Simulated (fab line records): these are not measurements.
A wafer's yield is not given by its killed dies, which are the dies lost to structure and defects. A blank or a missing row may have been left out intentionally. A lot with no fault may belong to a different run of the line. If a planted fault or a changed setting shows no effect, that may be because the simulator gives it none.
Problem report, 8D (eight disciplines) form, completed by code | flow sky130 | the parts of the form that need people (team, actions taken, sign-off) are left out

1. THE PROBLEM
run-length-s at SKY_METAL5_SOFTBAKE_10 reads a mean of 84.68 s on 3 wafers of 2 lots; wafers without a fault read 88.91 s with a standard deviation of 0.11. Measured from the usual mean, that is -38 standard deviations.
The step: time 60 s.
First observed at day 48 09:04: wafer L619.4, on litho-track-02. At this step, 42 wafers from 14 lots have a number in the record. The rule behind "out" and "out of limits": a value lying over 4 standard deviations away from the usual mean. The other wafers with a number count as sound.

2. WHAT IT IS; WHAT IT IS NOT
question                    | is                                 | is not
which readings at this step | run-length-s, heater-power-total-W | -
which lots                  | L619, L621                         | L600, L601, L604, L605, L606, L607, L608, L610, L611, L613, L617, L622
which wafers of those lots  | L619.4, L619.5, L621.2             | L619.3, L621.3, L621.6
read on which tools         | litho-track-02                     | litho-track-03, litho-track-04
when                        | from day 48 09:04                  | up to then (34 sound wafers); but 5 sound wafers of L621, L622 came after

3. SUSPECTS, AND WHAT RULES EACH OUT
Counting: a tool at a process step up to the reading stays a suspect if it ran every lot that is out. Sound lots after the first of them don't rule it out here, since some wafers of a struck lot are sound.
- litho-track-02 at SKY_METAL5_SOFTBAKE_10 (time 60 s): kept. It ran every lot that is out, first L619 (day 48 09:04); its last sound lot up to then is L610 (day 46 11:31). Its own readings are out on those wafers: heater-power-total-W, run-length-s.
Remaining after the count: litho-track-02 at SKY_METAL5_SOFTBAKE_10.

4. THE CAUSE (what the simulator had put in)
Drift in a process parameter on litho-track-02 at SKY_METAL5_SOFTBAKE_10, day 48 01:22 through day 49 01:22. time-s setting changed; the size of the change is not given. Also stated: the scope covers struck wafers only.
After counting, this tool was the only one left.

5. THE CHAIN OF EFFECTS, in route order
Each row: a reading where the mean over the struck wafers with a number is more than 3 standard deviations away from the usual. Scope: only readings with a usual standard deviation given in the record; hours: median across lots of the time from each lot's start at the first step in this table that gives one to its start at this step; sigmas: change in usual standard deviations.
hours | step                   | reading              | usual   | on struck wafers | change | sigmas
0     | SKY_METAL5_SOFTBAKE_10 | heater-power-total-W | 56.59 W | 58.11            | +1.52  | +30
0     | SKY_METAL5_SOFTBAKE_10 | run-length-s         | 88.91 s | 84.68            | -4.23  | -38
It contains these process steps:
- SKY_METAL5_SOFTBAKE_10: time 60 s.

6. HOW IT WOULD HAVE BEEN CAUGHT EARLIER
8 hours passed between the start of the fault at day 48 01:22 and the first reading out of limits in this record, taken at day 48 09:04.
